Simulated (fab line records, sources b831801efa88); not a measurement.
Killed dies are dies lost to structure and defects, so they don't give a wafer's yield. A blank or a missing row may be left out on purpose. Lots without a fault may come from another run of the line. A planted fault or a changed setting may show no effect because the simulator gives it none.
Which tool did it? | flow gf180mcu | 6 lots, 18 wafers sampled, at 4 steps of a route of 602

WHAT THE GAUGES READ, wafer by wafer
GF_VT_IMPLANT_OVL_MEAS_07.
lot  | measured     | on         | VT_IMPLANT_OVL (nm)
L355 | day 6 21:01  | overlay-02 | 0.7 2.8 2.9
L357 | day 7 11:09  | overlay-02 | 2.7 1.2 0.8
L365 | day 9 18:31  | overlay-02 | 2.6 1.6 2.3
L367 | day 10 00:38 | overlay-02 | -144.8 -149.0 -148.4
L369 | day 10 17:11 | overlay-01 | -147.8 -147.5 -147.7
L371 | day 11 05:31 | overlay-02 | 1.4 0.8 1.7

WHICH TOOL RAN EACH LOT (tool, then ch and the chambers of the sampled wafers, then the start)
lot  | GF_STI_ETCH_14                  | GF_LVPWELL_STRIP_10                 | GF_VT_IMPLANT_EXPOSE_04
L355 | rie_si-01 ch 0,1,2, day 3 04:19 | plasma_asher-02 ch 0,1, day 5 02:49 | iline_stepper-02 ch 0, day 6 14:03
L357 | rie_si-02 ch 0,2,3, day 3 14:14 | plasma_asher-01 ch 0,1, day 5 14:05 | iline_stepper-02 ch 0, day 7 03:40
L365 | rie_si-01 ch 0,2,3, day 5 07:10 | plasma_asher-01 ch 0,1, day 7 15:28 | iline_stepper-01 ch 0, day 9 10:28
L367 | rie_si-01 ch 0,1,2, day 5 15:40 | plasma_asher-03 ch 0,1, day 7 21:58 | iline_stepper-02 ch 0, day 9 15:35
L369 | rie_si-01 ch 0,2,3, day 6 07:25 | plasma_asher-03 ch 0,1, day 8 12:32 | iline_stepper-02 ch 0, day 10 08:42
L371 | rie_si-02 ch 1,2, day 6 15:41   | plasma_asher-01 ch 0,1, day 9 00:16 | iline_stepper-01 ch 0, day 10 20:40
- GF_STI_ETCH_14: etches Si in HBr/Cl2/O2, target depth 360 nm, time 104.3 s.
- GF_LVPWELL_STRIP_10: strips in O2/N2.
- GF_VT_IMPLANT_EXPOSE_04: exposes mask LVPWELL LV AREA, target cd 600 nm.

THE ANSWER, worked out from the rows above alone
Rule: what is usual is taken from the lots themselves. Put in order of their means at a reading, lots are off if they are a third of the lots or fewer, leave a main group of 4 or more, and stand apart from it by a gap of 3 or more times the standard deviation of the main group's means; of several such gaps the widest counts. A main group whose means are all the same, to the digits that the tables above print for the reading, isn't used. A lot without any number at a reading at which 4 lots or more have one is off too. The other lots that the step has rows for count as sound.
Off: L367, L369, at GF_VT_IMPLANT_OVL_MEAS_07 (VT_IMPLANT_OVL). The main group: mean 1.8 nm, standard deviation 0.37.
A tool fits if, at a process step before that reading, it ran every lot that is off, and no sound lot after the first of them. The gauges at GF_VT_IMPLANT_OVL_MEAS_07 are tried like those tools. Can't be told from this: 3 tools fit, rie_si-01 at GF_STI_ETCH_14, plasma_asher-03 at GF_LVPWELL_STRIP_10, iline_stepper-02 at GF_VT_IMPLANT_EXPOSE_04.

WHAT THE SIMULATOR HAD PUT IN
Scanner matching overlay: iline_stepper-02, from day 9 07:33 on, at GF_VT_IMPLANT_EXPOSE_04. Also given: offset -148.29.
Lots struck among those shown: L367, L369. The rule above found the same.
